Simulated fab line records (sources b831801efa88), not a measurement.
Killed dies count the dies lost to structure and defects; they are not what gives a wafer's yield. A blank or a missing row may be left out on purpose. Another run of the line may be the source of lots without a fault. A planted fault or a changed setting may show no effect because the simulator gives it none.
A lot that was struck, set against a sound lot	flow sky130	17 steps out of a route of 708
Sound: wafers L412.3, L412.4, L412.6. The struck wafers were L418.3, L418.4, L418.6. The cause is named last.
Order at every step that has rows: each side's tool, ch and its chambers, its first start. Under that, the readings that differ: sound wafers	struck wafers	difference of the means	sigmas: that difference in standard deviations of wafers without a fault.
alike: same words and numbers on both sides, and readings whose means sit less than 2 such deviations apart. not compared: any withheld reading, any reading some wafer has no value for, any bound like >300 that may hide the same value, and any number with overlapping values for which the record gives no deviation.
Wherever a step has rows on one side only, a row that says differs or no value, or a row with sigmas, the two part there. Numbers that have no deviation but don't overlap get no sigmas and don't part them. Lack of a reading on every wafer of one side parts them only where that side has two or more wafers.

first, 5 steps without rows for these wafers: SKY_SD_N_COAT_02 (resist thk 1140 nm); SKY_SD_N_SOFTBAKE_03 (time 60 s); SKY_SD_N_EXPOSE_04 (exposes mask NSDM, target cd 380 nm); SKY_SD_N_PEB_05; SKY_SD_N_DEVELOP_06 (develop time 60 s).
SKY_SD_N_CD_MEAS_07: target cd 380 nm.
  sound on cd_sem-01, day 29 14:41; struck on cd_sem-01, day 31 07:41
reading	sound	struck	difference	sigmas
cd_nm (nm)	381.8 384.4 382.3	375.3 376.3 377.5	-6.5	-2
SKY_SD_N_OVL_MEAS_08:
  sound on overlay-01, day 29 14:47; struck on overlay-02, day 31 07:47
  alike: SD_N_OVL
then, 2 steps without rows for these wafers: SKY_SD_N_IMPLANT_09; SKY_SD_N_IMPLANT_10.
SKY_SD_N_STRIP_11: strips in O2/N2.
  sound on plasma_asher-01 ch 0,1, day 29 15:08; struck on plasma_asher-04 ch 0,1, day 31 08:08
reading	sound	struck	difference	sigmas
strip_time_to_endpoint_s (s)	22.50 22.47 22.51	22.59 22.56 22.58	+0.08	+2
  alike: drypump_motor_current_A, n2_flow_sccm, oes_product_au
  not compared: rf_hours_counter_h
SKY_SD_N_TW_MEAS_12:
  sound on film_metro-02, day 29 15:14; struck on film_metro-02, day 31 08:14
  alike: SD_N_TW
then, 1 step without rows for these wafers: SKY_SD_N_CLEAN_13 (cleans in SC1/SC2, time 150 s).
SKY_SD_N_RTA_14: time 2 s.
  sound on rtp_anneal-01 ch 0, day 29 15:20; struck on rtp_anneal-01 ch 0, day 31 08:20
reading	sound	struck	difference	sigmas
lamp_power_pct (%)	15.71 15.69 15.76	15.87 15.91 15.78	+0.13	+2
wafer_temp_C_max	1075.2 1078.6 1078.2	1091.8 1088.4 1094.0	+14.1	+9
SKY_SD_N_RS_MEAS_16: measures by four-point-probe.
  sound on film_metro-03, day 29 15:32; struck on film_metro-03, day 31 08:32
reading	sound	struck	difference	sigmas
SD_N_RS (ohm/sq)	68.56 68.65 68.59	66.39 66.48 66.42	-2.17	-17
SKY_SD_N_RS_MEAS_17: measures by four-point-probe.
  sound on film_metro-03, day 29 15:39; struck on film_metro-03, day 31 08:39
reading	sound	struck	difference	sigmas
SD_P_RS (ohm/sq)	146.8 147.3 147.2	136.6 137.3 136.9	-10.2	-25
SKY_SD_N_RS_MEAS_18: measures by four-point-probe.
  sound on film_metro-03, day 29 15:46; struck on film_metro-03, day 31 08:46
  alike: RES_XHIGH_RS
-- here the record skips 17 days between the struck wafers' starts before and after, leaving off in module SD_N and picking up in module PAD_OPEN (first step shown: number 708 of the route) --
SKY_PAD_OPEN_PROBE_99:
  sound on prober-01, day 47 02:25; struck on prober-01, day 48 05:37
reading	sound	struck	difference	sigmas
model.etest.res_xhigh_po.line_ohm_um	6108 5964 5836	5117 5198 5240	-784	
model.etest.res_xhigh_po.rs_ohm_sq	2114 2087 2040	1784 1793 1812	-284	
model.etest.pfet_01v8.r_on_ohm_um	2850 2824 2818	2765 2723 2727	-92	
model.etest.res_pdiff.line_ohm_um	1388 1396 1385	1253 1300 1295	-107	
model.etest.res_high_po.line_ohm_um	789.4 780 780.6	676.6 685 684	-101.5	
model.etest.licon_high_po.rc_ohm	365.1 373.4 348.1	302.5 295.8 306.6	-60.6	
model.etest.res_ndiff.line_ohm_um	766.9 779.7 766.5	733.5 749.3 745.1	-28.4	
model.etest.res_high_po.rs_ohm_sq	274.2 267.1 269.3	238.5 240.4 241.3	-30.1	
  alike: killed_at_M0_to_M3, killed_at_M4_up, killed_at_contacts, killed_at_front_end, killed_at_other, killed_dies, killed_open, killed_short

## WHERE THEY PART
First at SKY_SD_N_CD_MEAS_07; last, within this record, at SKY_SD_N_RS_MEAS_17. Later steps at which nothing parts them and some readings are alike: SKY_SD_N_RS_MEAS_18, SKY_PAD_OPEN_PROBE_99.

WHY: the cause the simulator had injected
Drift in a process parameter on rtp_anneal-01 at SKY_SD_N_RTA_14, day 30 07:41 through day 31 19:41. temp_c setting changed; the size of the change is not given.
